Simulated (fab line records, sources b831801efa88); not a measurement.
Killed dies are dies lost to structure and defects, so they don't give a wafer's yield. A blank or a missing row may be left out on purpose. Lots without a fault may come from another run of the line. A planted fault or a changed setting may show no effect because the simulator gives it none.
fab line records | flow sky130
record lots=5 wafers=23
route steps=708 shown VIA1@465 METAL2@495 VIA2@509 METAL3@533
start_h: hours from the record's first day to the start of the lot's first wafer shown | wait_h: hours since the lot's step before | " the same as in the row above | L1.1+2: a row that stands for several wafers | - no value, or no start given | * or withheld: withheld | < > ~ a bound
route shown NAME@n: a module of which the file shows steps, and the number in the route of the first | usual: mean/standard deviation of fault-free wafers | same: alike in all rows | chamber/n: place in a boat | sites: the reading at each site | _std_site: their standard deviation | _edge_site: outer sites' mean less inner sites' | radius_mm: how far each site lies from the wafer's centre | mask NAME#n: copy n | behind: the tool/chamber that last shaped the wafer | hold: why the lot was held/for how many hours/how that ended | device: the transistor (n, p or np) that didn't switch | end of line: the same wafers' tests at the end of the route | a step without rows: its recipe alone | killed: dies lost to structure and defects at the first sort, not the wafer's yield | map: a wafer's dies, x killed, . not, _ none there
set.NAME: the setting as run; set.NAME@STEP: as run at that earlier step | model.NAME: the simulator's own value behind a step, which no gauge read
lots whose settings were changed on purpose; a table a step, a row a wafer
## steps
# step SKY_VIA1_COAT_07
# recipe resist=KrF-thick spin_rpm=3000 resist_thk_nm=450
# columns lot.wafer tool chamber start_h wait_h set.spin_rpm model.KrF-thick_of_VIA1_COAT_07.thk_nm
L076.1 litho_track-02 0 - - 3000 451.8
L076.2 " 0 " " 2783 467.4
L076.3 " 0 " " 3000 450.6
L076.4 " 0 " " 3000 450.4
L076.5 " 0 " " 2783 468.6
L078.2 litho_track-04 0 - - 3000 450.1
L078.5 " 0 " " 3000 449.5
L078.6 " 0 " " 3000 450.6
L079.2 litho_track-02 0 - - 3000 451.2
L079.3 " 0 " " 3000 451.5
L079.4 " 0 " " 3111 442.9
L079.5 " 0 " " 3111 442.2
L079.6 " 0 " " 3000 449.7
L080.1+5 litho_track-04 0 - - 3000 451.3
L080.2 " 0 " " 3000 452.1
L080.3 " 0 " " 3000 451.5
L080.4 " 0 " " 3000 450
L085.1 litho_track-02 0 - - 3000 449.9
L085.2 " 0 " " 3000 452.1
L085.3 " 0 " " 3000 451.7
L085.5 " 0 " " 3000 448.8
L085.6 " 0 " " 3000 451.2
# step SKY_VIA1_DEVELOP_11
# recipe develop_time_s=60 resist=KrF-thick dev_temp_c=21
# columns lot.wafer tool chamber start_h wait_h set.develop_time_s
L076.1+2+3+4+5 litho_track-02 0 - - 60
L078.2+5+6 litho_track-02 0 - - 60
L079.2+5+6 litho_track-04 0 - - 68.02
L079.3+4 " 0 " " 60
L080.1+2+3 litho_track-02 0 - - 54.89
L080.4+5 " 0 " " 60
L085.1+5 litho_track-02 0 - - 60
L085.2+3+6 " 0 " " 66.31
# step SKY_VIA1_ETCH_14
# recipe chemistry=N2/H2 target=BARC ion_energy_ev=200 source_w=500 bias_w=103.9 pressure_mtorr=30 n2_flow_sccm=100 h2_flow_sccm=200 stop_on=SiO2 time_s=45.9 target_depth_a=600
# columns lot.wafer tool chamber start_h wait_h set.spin_rpm@VIA1_COAT_07 model.KrF-thick_of_VIA1_COAT_07.thk_nm
L076.1 rie_diel-03 1 812.51 0.0 3000 393.1
L076.2 " 0 " " 2783 407.8
L076.3 " 3 " " 3000 392.5
L076.4 " 2 " " 3000 392.2
L076.5 " 0 " " 2783 408.9
L078.2 rie_diel-01 2 826.26 0.0 3000 391.9
L078.5 " 3 " " 3000 391.6
L078.6 " 2 " " 3000 392.3
L079.2 rie_diel-01 1 832.65 0.0 3000 392.1
L079.3 " 0 " " 3000 393.3
L079.4 " 3 " " 3111 384.9
L079.5 " 3 " " 3111 384.2
L079.6 " 0 " " 3000 391.3
L080.1 rie_diel-04 0 841.10 0.0 3000 394.3
L080.2 " 1 " " 3000 394.5
L080.3 " 3 " " 3000 393.4
L080.4 " 2 " " 3000 392.2
L080.5 " 1 " " 3000 393.7
L085.1 rie_diel-04 3 881.51 0.0 3000 392.3
L085.2 " 1 " " 3000 394
L085.3 " 0 " " 3000 395.3
L085.5 " 3 " " 3000 390.7
L085.6 " 0 " " 3000 394.9
# step SKY_VIA1_ETCH_15
# recipe target=SiO2 chemistry=C4F8/O2/Ar target_depth_nm=351 stop_on=TiN mask_material=KrF-thick source_w=1500 bias_w=1200 pressure_mtorr=40 c4f8_flow_sccm=withheld O2_flow_sccm=6 Ar_flow_sccm=300 time_s=54
# columns lot.wafer tool chamber start_h wait_h set.spin_rpm@VIA1_COAT_07 model.KrF-thick_of_VIA1_COAT_07.thk_nm
L076.1 rie_diel-03 1 812.56 0.0 3000 321.9
L076.2 " 0 " " 2783 334.7
L076.3 " 3 " " 3000 321.6
L076.4 " 2 " " 3000 320.7
L076.5 " 0 " " 2783 336
L078.2 rie_diel-01 2 826.31 0.0 3000 320.7
L078.5 " 3 " " 3000 321.1
L078.6 " 2 " " 3000 321.3
L079.2 rie_diel-01 1 832.69 0.0 3000 319.9
L079.3 " 0 " " 3000 322.3
L079.4 " 3 " " 3111 314.7
L079.5 " 3 " " 3111 314.4
L079.6 " 0 " " 3000 320.3
L080.1 rie_diel-04 0 841.15 0.0 3000 324.4
L080.2 " 1 " " 3000 324.3
L080.3 " 3 " " 3000 322.2
L080.4 " 2 " " 3000 320.4
L080.5 " 1 " " 3000 323.8
L085.1 rie_diel-04 3 881.56 0.0 3000 322.9
L085.2 " 1 " " 3000 324.4
L085.3 " 0 " " 3000 328.4
L085.5 " 3 " " 3000 320.8
L085.6 " 0 " " 3000 327.7
# step SKY_VIA1_STRIP_16
# recipe chemistry=O2/N2 power_w=1400 pressure_mtorr=1500 platen_temp_c=withheld o2_flow_sccm=3000 n2_flow_sccm=300 overash_fraction=0.5
# usual strip_time_to_endpoint_s=4.461/0.026
# columns lot.wafer tool chamber start_h wait_h set.spin_rpm@VIA1_COAT_07 strip_time_to_endpoint_s
L076.1 plasma_asher-01 1 812.60 0.0 3000 4.452
L076.2 " 0 " " 2783 4.584
L076.3 " 1 " " 3000 4.447
L076.4 " 0 " " 3000 4.432
L076.5 " 1 " " 2783 4.618
L078.2 plasma_asher-03 0 826.35 0.0 3000 4.443
L078.5 " 1 " " 3000 4.452
L078.6 " 0 " " 3000 4.439
L079.2 plasma_asher-03 0 832.74 0.0 3000 4.448
L079.3 " 1 " " 3000 4.462
L079.4 " 0 " " 3111 4.365
L079.5 " 1 " " 3111 4.363
L079.6 " 0 " " 3000 4.447
L080.1 plasma_asher-03 0 841.19 0.0 3000 4.476
L080.2 " 1 " " 3000 4.488
L080.3 " 1 " " 3000 4.449
L080.4 " 0 " " 3000 4.434
L080.5 " 1 " " 3000 4.457
L085.1 plasma_asher-03 0 881.60 0.0 3000 4.476
L085.2 " 1 " " 3000 4.481
L085.3 " 1 " " 3000 4.532
L085.5 " 0 " " 3000 4.447
L085.6 " 1 " " 3000 4.514
# step SKY_VIA1_CVD_21
# recipe material=W target_thk_nm=270 time_s=80.902 temp_c=400 pressure_torr=40
# columns lot.wafer tool chamber start_h wait_h set.pressure_torr model.W_of_VIA1_CVD_21.thk_nm
L076.1 cvd_w-01 1 813.27 0.0 45.5 291.1
L076.2 " 0 " " 45.5 283
L076.3 " 1 " " 45.5 291.4
L076.4 " 0 " " 45.5 286.6
L076.5 " 0 " " 45.5 285.4
L078.2 cvd_w-02 1 827.01 0.0 40 270.1
L078.5 " 1 " " 40 271.6
L078.6 " 0 " " 40 274.9
L079.2 cvd_w-02 1 833.39 0.0 40 271.9
L079.3 " 0 " " 40 273.7
L079.4 " 1 " " 40 273.4
L079.5 " 1 " " 40 268.8
L079.6 " 0 " " 40 277.1
L080.1 cvd_w-02 1 841.88 0.0 40 269.7
L080.2 " 0 " " 40 273.4
L080.3 " 0 " " 40 273.7
L080.4 " 1 " " 40 268.6
L080.5 " 0 " " 40 278.4
L085.1 cvd_w-02 0 882.27 0.0 34.46 256
L085.2 " 1 " " 34.46 250.9
L085.3 " 1 " " 34.46 253.3
L085.5 " 1 " " 34.46 251
L085.6 " 0 " " 34.46 257.1
# step SKY_VIA1_RS_MEAS_22
# recipe thk_meas_gauge=four-point-probe reads=W_of_VIA1_CVD_21+TiN_of_VIA1_SPUTTER_20
# usual VIA1_W_RS=0.423/0.0054
# columns lot.wafer tool chamber start_h wait_h set.pressure_torr@VIA1_CVD_21 VIA1_W_RS[ohm/sq]
L076.1 film_metro-02 - 813.36 0.1 45.5 0.395
L076.2 " - " " 45.5 0.407
L076.3 " - " " 45.5 0.395
L076.4 " - " " 45.5 0.402
L076.5 " - " " 45.5 0.403
L078.2 film_metro-03 - 827.12 0.1 40 0.427
L078.5 " - " " 40 0.422
L078.6 " - " " 40 0.418
L079.2 film_metro-03 - 833.51 0.1 40 0.423
L079.3 " - " " 40 0.420
L079.4 " - " " 40 0.421
L079.5 " - " " 40 0.429
L079.6 " - " " 40 0.416
L080.1 film_metro-03 - 841.98 0.1 40 0.426
L080.2 " - " " 40 0.420
L080.3 " - " " 40 0.420
L080.4 " - " " 40 0.427
L080.5 " - " " 40 0.413
L085.1 film_metro-02 - 882.36 0.1 34.46 0.450
L085.2 " - " " 34.46 0.460
L085.3 " - " " 34.46 0.455
L085.5 " - " " 34.46 0.459
L085.6 " - " " 34.46 0.448
# step SKY_VIA1_THK_MEAS_23
# recipe thk_meas_gauge=xrf reads=W_of_VIA1_CVD_21
# usual VIA1_W_THK=270/3.3
# columns lot.wafer tool chamber start_h wait_h set.pressure_torr@VIA1_CVD_21 VIA1_W_THK[nm]
L076.1 film_metro-02 - 813.48 0.1 45.5 292
L076.2 " - " " 45.5 280
L076.3 " - " " 45.5 290
L076.4 " - " " 45.5 285
L076.5 " - " " 45.5 285
L078.2 film_metro-03 - 827.23 0.1 40 266
L078.5 " - " " 40 269
L078.6 " - " " 40 272
L079.2 film_metro-03 - 833.62 0.1 40 268
L079.3 " - " " 40 269
L079.4 " - " " 40 269
L079.5 " - " " 40 266
L079.6 " - " " 40 274
L080.1 film_metro-03 - 842.10 0.1 40 268
L080.2 " - " " 40 271
L080.3 " - " " 40 272
L080.4 " - " " 40 267
L080.5 " - " " 40 276
L085.1 film_metro-02 - 882.48 0.1 34.46 254
L085.2 " - " " 34.46 249
L085.3 " - " " 34.46 252
L085.5 " - " " 34.46 248
L085.6 " - " " 34.46 256
# step SKY_METAL2_EXPOSE_12
# recipe mask_id=MM2 na=0.8 source_shape=annular sigma_inner=0.55 sigma_outer=0.85 target_cd_nm=140 dose_mj=28
# columns lot.wafer tool chamber start_h wait_h mask set.dose_mj
L076.1+3+5 krf_scanner-02 0 - - MM2#0 25.98
L076.2+4 " 0 " " MM2#0 28
L078.2+5+6 krf_scanner-01 0 - - MM2#0 28
L079.2+3+4+5+6 krf_scanner-02 0 - - MM2#0 28
L080.1+2+4 krf_scanner-01 0 - - MM2#0 29.53
L080.3+5 " 0 " " MM2#0 28
L085.1+3+6 krf_scanner-02 0 - - MM2#0 29.73
L085.2+5 " 0 " " MM2#0 28
# step SKY_METAL2_PEB_13
# recipe peb_temp_c=withheld peb_time_s=withheld resist=KrF-thick
# step SKY_METAL2_DEVELOP_14
# recipe develop_time_s=60 resist=KrF-thick dev_temp_c=21
# step SKY_METAL2_CD_MEAS_15
# recipe target_cd_nm=140
# usual cd_nm=139.4/1.6
# columns lot.wafer tool chamber start_h wait_h set.dose_mj@METAL2_EXPOSE_12 cd_nm
L076.1 cd_sem-02 - 840.83 - 25.98 153.1
L076.2 " - " " 28 139.3
L076.3 " - " " 25.98 152.5
L076.4 " - " " 28 138.1
L076.5 " - " " 25.98 153.9
L078.2 cd_sem-01 - 853.71 - 28 139.0
L078.5 " - " " 28 138.7
L078.6 " - " " 28 140.8
L079.2 cd_sem-01 - 860.26 - 28 140.0
L079.3 " - " " 28 139.5
L079.4 " - " " 28 139.7
L079.5 " - " " 28 138.6
L079.6 " - " " 28 139.3
L080.1 cd_sem-01 - 869.48 - 29.53 128.2
L080.2 " - " " 29.53 127.4
L080.3 " - " " 28 138.0
L080.4 " - " " 29.53 128.5
L080.5 " - " " 28 138.4
L085.1 cd_sem-02 - 908.63 - 29.73 128.2
L085.2 " - " " 28 140.6
L085.3 " - " " 29.73 128.6
L085.5 " - " " 28 141.3
L085.6 " - " " 29.73 127.5
# step SKY_METAL2_DESCUM_17
# recipe chemistry=O2 source_power_w=150 bias_power_w=0 pressure_mtorr=10 temp_c=40 time_s=8
# columns lot.wafer tool chamber start_h wait_h set.dose_mj@METAL2_EXPOSE_12 model.METAL2.cd_nm
L076.1 rie_metal-02 0 840.98 0.0 25.98 152
L076.2 " 1 " " 28 139.3
L076.3 " 1 " " 25.98 152.3
L076.4 " 0 " " 28 137.5
L076.5 " 1 " " 25.98 153.4
L078.2 rie_metal-01 0 853.84 0.0 28 138.7
L078.5 " 0 " " 28 138.6
L078.6 " 1 " " 28 141
L079.2 rie_metal-04 1 860.39 0.0 28 140.2
L079.3 " 1 " " 28 139.9
L079.4 " 0 " " 28 140.7
L079.5 " 0 " " 28 139.1
L079.6 " 1 " " 28 139.8
L080.1 rie_metal-04 1 869.63 0.0 29.53 128.7
L080.2 " 0 " " 29.53 127.8
L080.3 " 0 " " 28 139.2
L080.4 " 1 " " 29.53 128.5
L080.5 " 1 " " 28 138.9
L085.1 rie_metal-02 0 908.78 0.0 29.73 127.4
L085.2 " 1 " " 28 140.6
L085.3 " 1 " " 29.73 128.6
L085.5 " 1 " " 28 140.9
L085.6 " 0 " " 29.73 127.5
# step SKY_METAL2_METAL_ETCH_19
# recipe target_depth_a=3600 stop_on=SiO2 over_etch_frac=0.3 time_s=78 chemistry=Cl2/BCl3 resist_sidewall_deg=88 pressure_mtorr=10 icp_w=900 bias_w=48.5 Cl2_flow_sccm=60 bcl3_flow_sccm=30
# columns lot.wafer tool chamber start_h wait_h set.icp_w set.dose_mj@METAL2_EXPOSE_12 model.KrF-thick_of_METAL2_COAT_10.thk_nm model.METAL2.cd_nm
L076.1 rie_metal-02 0 841.08 0.0 900 25.98 157 151.6
L076.2 " 1 " " 955.3 28 146 138.9
L076.3 " 1 " " 955.3 25.98 146.2 151.9
L076.4 " 0 " " 955.3 28 145.8 135.2
L076.5 " 1 " " 900 25.98 158.4 155.6
L078.2 rie_metal-01 0 853.94 0.0 900 28 164.1 136.9
L078.5 " 0 " " 900 28 163.1 136.8
L078.6 " 1 " " 900 28 163.6 139.1
L079.2 rie_metal-04 1 860.49 0.0 900 28 162.6 140.9
L079.3 " 1 " " 900 28 162.6 140.8
L079.4 " 0 " " 900 28 156.7 138.5
L079.5 " 0 " " 996 28 135.7 135.8
L079.6 " 1 " " 996 28 139.4 139.1
L080.1 rie_metal-04 1 869.73 0.0 900 29.53 165.1 130
L080.2 " 0 " " 900 29.53 160.1 125.9
L080.3 " 0 " " 900 28 159.3 139.1
L080.4 " 1 " " 900 29.53 164.9 129.5
L080.5 " 1 " " 900 28 164.7 138.5
L085.1 rie_metal-02 0 908.88 0.0 900 29.73 155.1 126.4
L085.2 " 1 " " 979.5 28 139.9 139.2
L085.3 " 1 " " 900 29.73 156.2 128.2
L085.5 " 1 " " 900 28 160.4 142.4
L085.6 " 0 " " 979.5 29.73 136.8 126.7
# step SKY_METAL2_STRIP_20
# recipe chemistry=O2/N2 power_w=1400 pressure_mtorr=1500 platen_temp_c=withheld o2_flow_sccm=3000 n2_flow_sccm=300 overash_fraction=0.5
# usual strip_time_to_endpoint_s=2.72/0.037
# columns lot.wafer tool chamber start_h wait_h set.icp_w@METAL2_METAL_ETCH_19 strip_time_to_endpoint_s
L076.1 plasma_asher-02 0 841.17 0.1 900 2.66
L076.2 " 1 " " 955.3 2.56
L076.3 " 1 " " 955.3 2.56
L076.4 " 0 " " 955.3 2.55
L076.5 " 1 " " 900 2.70
L078.2 plasma_asher-01 1 854.03 0.1 900 2.75
L078.5 " 0 " " 900 2.75
L078.6 " 1 " " 900 2.75
L079.2 plasma_asher-02 0 860.58 0.1 900 2.73
L079.3 " 0 " " 900 2.74
L079.4 " 1 " " 900 2.67
L079.5 " 1 " " 996 2.45
L079.6 " 0 " " 996 2.48
L080.1 plasma_asher-02 1 869.82 0.1 900 2.76
L080.2 " 0 " " 900 2.71
L080.3 " 1 " " 900 2.71
L080.4 " 0 " " 900 2.75
L080.5 " 0 " " 900 2.76
L085.1 plasma_asher-04 1 908.97 0.1 900 2.66
L085.2 " 0 " " 979.5 2.49
L085.3 " 0 " " 900 2.66
L085.5 " 0 " " 900 2.72
L085.6 " 1 " " 979.5 2.45
# step SKY_VIA2_CMP_02
# recipe material=SiO2 down_force_psi=4 platen_rpm=60 pad_velocity_m_s=0.94248
# columns lot.wafer tool chamber start_h wait_h set.leave_above_ref_nm model.SiO2_of_VIA2_HDPCVD_00.thk_nm
L076.4 cmp-02 1 841.95 0.0 511 512
L076.3 " 2 " " 511 509.7
L076.2 " 3 " " 495 494.8
L076.1 " 0 " " 495 495.1
L076.5 " 2 " " 495 494.1
L078.2 cmp-01 1 854.86 0.1 495 493.5
L078.6 " 0 " " 495 495.5
L078.5 " 1 " " 495 495.2
L079.3 cmp-01 0 861.36 0.0 526.6 525
L079.4+5 " 1,0 " " 526.6 -
L079.2 " 3 " " 495 493.5
L079.6 " 1 " " 495 492.7
L080.3 cmp-01 2 870.60 0.0 495 493.4
L080.4 " 3 " " 495 495.9
L080.1+5 " 0,2 " " 514.5 -
L080.2 " 1 " " 514.5 514.7
L085.2 cmp-02 1 909.75 0.0 495 496.6
L085.1 " 2 " " 495 494.4
L085.3 " 3 " " 518.6 -
L085.6 " 1 " " 495 -
L085.5 " 2 " " 518.6 518.6
# step SKY_VIA2_DEVELOP_11
# recipe develop_time_s=60 resist=KrF-thick dev_temp_c=21
# columns lot.wafer tool chamber start_h wait_h set.dev_temp_c
L076.1+2+4 litho_track-01 0 - - 19.77
L076.3+5 " 0 " " 21
L078.2+5+6 litho_track-03 0 - - 21
L079.2+4+6 litho_track-04 0 - - 23.97
L079.3+5 " 0 " " 21
L080.1+3+4 litho_track-04 0 - - 19.82
L080.2+5 " 0 " " 21
L085.1+3 litho_track-04 0 - - 21
L085.2+5+6 " 0 " " 23.64
# step SKY_VIA2_ETCH_14
# recipe chemistry=N2/H2 target=BARC ion_energy_ev=200 source_w=500 bias_w=100 pressure_mtorr=30 n2_flow_sccm=100 h2_flow_sccm=200 stop_on=SiO2 time_s=45.9 target_depth_a=600
# step SKY_VIA2_ETCH_15
# recipe target=SiO2 chemistry=C4F8/O2/Ar target_depth_nm=546 stop_on=TiN mask_material=KrF-thick source_w=1500 bias_w=1200 pressure_mtorr=40 c4f8_flow_sccm=withheld O2_flow_sccm=6 Ar_flow_sccm=300 time_s=84
# usual oes_product_au=0.939/0.0048
# columns lot.wafer tool chamber start_h wait_h set.leave_above_ref_nm@VIA2_CMP_02 oes_product_au model.VIA2.feature_depth_nm
L076.1 rie_diel-03 2 869.45 0.0 495 0.947 495.1
L076.2 " 1 " " 495 0.944 494.8
L076.3 " 0 " " 511 0.959 509.7
L076.4 " 3 " " 511 0.964 512
L076.5 " 2 " " 495 0.940 494.1
L078.2 rie_diel-02 3 881.83 0.0 495 0.949 493.5
L078.5 " 3 " " 495 0.941 495.2
L078.6 " 0 " " 495 0.934 495.5
L079.2 rie_diel-02 1 887.84 0.0 495 0.943 493.5
L079.3 " 3 " " 526.6 0.971 525
L079.4 " 0 " " 526.6 0.972 525.4
L079.5 " 3 " " 526.6 0.976 525.1
L079.6 " 2 " " 495 0.935 492.7
L080.1 rie_diel-03 0 897.24 0.0 514.5 0.966 514.1
L080.2 " 3 " " 514.5 0.958 514.7
L080.3 " 2 " " 495 0.933 493.4
L080.4 " 1 " " 495 0.933 495.9
L080.5 " 1 " " 514.5 0.957 512.7
L085.1 rie_diel-03 1 935.44 0.0 495 0.929 494.4
L085.2 " 3 " " 495 0.951 496.6
L085.3 " 0 " " 518.6 0.966 518
L085.5 " 1 " " 518.6 0.955 518.6
L085.6 " 2 " " 495 0.940 495.9
# step SKY_VIA2_SPUTTER_20
# recipe material=TiN target_thk_nm=20 chamber_pressure_pa=5 power_w=4000 time_s=80
# columns lot.wafer tool chamber start_h wait_h set.power_w model.TiN_of_VIA2_SPUTTER_20.thk_nm
L076.1 pvd_sputter-01 - 870.10 0.0 4000 19.92
L076.2 " - " " 4000 20.21
L076.3 " - " " 4000 19.86
L076.4 " - " " 4000 20.13
L076.5 " - " " 4000 20.04
L078.2 pvd_sputter-02 - 882.48 0.0 4000 20.33
L078.5 " - " " 4000 20.02
L078.6 " - " " 4000 20.23
L079.2 pvd_sputter-01 - 888.50 0.0 4000 20.11
L079.3 " - " " 4000 20.18
L079.4 " - " " 4000 20.05
L079.5 " - " " 4000 19.89
L079.6 " - " " 4000 20.1
L080.1 pvd_sputter-01 - 897.90 0.0 4166 21
L080.2 " - " " 4166 21.04
L080.3 " - " " 4000 19.94
L080.4 " - " " 4000 20.05
L080.5 " - " " 4000 20.12
L085.1 pvd_sputter-04 - 936.51 0.0 3794 19.03
L085.2 " - " " 4000 20.25
L085.3 " - " " 4000 20.44
L085.5 " - " " 4000 20.41
L085.6 " - " " 3794 18.84
# step SKY_METAL3_SPUTTER_01
# recipe material=TiN target_thk_nm=20 power_w=6500 time_s=16.7 chamber_pressure_pa=0.4
# columns lot.wafer tool chamber start_h wait_h set.time_s model.TiN_of_METAL3_SPUTTER_01.thk_nm
L076.1 pvd_sputter-02 - 870.80 0.0 16.7 20.15
L076.2 " - " " 16.7 20.02
L076.3 " - " " 16.7 19.6
L076.4 " - " " 16.7 20.12
L076.5 " - " " 16.7 20.18
L078.2 pvd_sputter-04 - 883.17 0.0 16.7 19.81
L078.5 " - " " 16.7 19.92
L078.6 " - " " 16.7 19.74
L079.2 pvd_sputter-04 - 889.19 0.0 16.7 20.17
L079.3 " - " " 16.7 20.07
L079.4 " - " " 18.68 22.51
L079.5 " - " " 18.68 22.64
L079.6 " - " " 16.7 20.34
L080.1 pvd_sputter-02 - 898.59 0.0 18.87 22.75
L080.2 " - " " 16.7 20.37
L080.3 " - " " 16.7 20.32
L080.4 " - " " 16.7 20.44
L080.5 " - " " 18.87 23
L085.1 pvd_sputter-02 - 937.20 0.0 16.7 19.95
L085.2 " - " " 16.7 19.98
L085.3 " - " " 15.49 18.46
L085.5 " - " " 16.7 20.05
L085.6 " - " " 15.49 18.67
## key
split step=SKY_VIA1_COAT_07 setting=spin_rpm stated=3000 by=wafer
response step=SKY_VIA1_COAT_07 reading=model.KrF-thick_of_VIA1_COAT_07.thk_nm change=-2.33 per=1% r=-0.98
response step=SKY_VIA1_ETCH_14 reading=model.KrF-thick_of_VIA1_COAT_07.thk_nm change=-2.16 per=1% r=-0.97
response step=SKY_VIA1_ETCH_15 reading=model.KrF-thick_of_VIA1_COAT_07.thk_nm change=-1.88 per=1% r=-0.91
response step=SKY_VIA1_STRIP_16 reading=strip_time_to_endpoint_s change=* per=1% r=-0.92
split step=SKY_VIA1_DEVELOP_11 setting=develop_time_s stated=60 by=wafer
response none clear
split step=SKY_VIA1_CVD_21 setting=pressure_torr stated=40 by=lot
response step=SKY_VIA1_CVD_21 reading=model.W_of_VIA1_CVD_21.thk_nm change=+1.23 per=1% r=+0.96
response step=SKY_VIA1_RS_MEAS_22 reading=VIA1_W_RS change=-0.00197 per=1% r=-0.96
response step=SKY_VIA1_THK_MEAS_23 reading=VIA1_W_THK change=+1.25 per=1% r=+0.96
split step=SKY_METAL2_EXPOSE_12 setting=dose_mj stated=28 by=wafer
response step=SKY_METAL2_CD_MEAS_15 reading=cd_nm change=-1.99 per=1% r=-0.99
response step=SKY_METAL2_DESCUM_17 reading=model.METAL2.cd_nm change=-2 per=1% r=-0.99
response step=SKY_METAL2_METAL_ETCH_19 reading=model.METAL2.cd_nm change=-2.14 per=1% r=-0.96
split step=SKY_METAL2_METAL_ETCH_19 setting=icp_w stated=900 by=wafer
response step=SKY_METAL2_METAL_ETCH_19 reading=model.KrF-thick_of_METAL2_COAT_10.thk_nm change=-2.11 per=1% r=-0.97
response step=SKY_METAL2_STRIP_20 reading=strip_time_to_endpoint_s change=* per=1% r=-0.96
split step=SKY_VIA2_CMP_02 setting=leave_above_ref_nm stated=495 by=wafer
response step=SKY_VIA2_CMP_02 reading=model.SiO2_of_VIA2_HDPCVD_00.thk_nm change=+4.98 per=1% r=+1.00
response step=SKY_VIA2_ETCH_15 reading=oes_product_au change=+0.00537 per=1% r=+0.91
response step=SKY_VIA2_ETCH_15 reading=model.VIA2.feature_depth_nm change=+4.93 per=1% r=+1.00
split step=SKY_VIA2_DEVELOP_11 setting=dev_temp_c stated=21 by=wafer
response none clear
split step=SKY_VIA2_SPUTTER_20 setting=power_w stated=4000 by=wafer
response step=SKY_VIA2_SPUTTER_20 reading=model.TiN_of_VIA2_SPUTTER_20.thk_nm change=+0.262 per=1% r=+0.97
split step=SKY_METAL3_SPUTTER_01 setting=time_s stated=16.7 by=wafer
response step=SKY_METAL3_SPUTTER_01 reading=model.TiN_of_METAL3_SPUTTER_01.thk_nm change=+0.196 per=1% r=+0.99
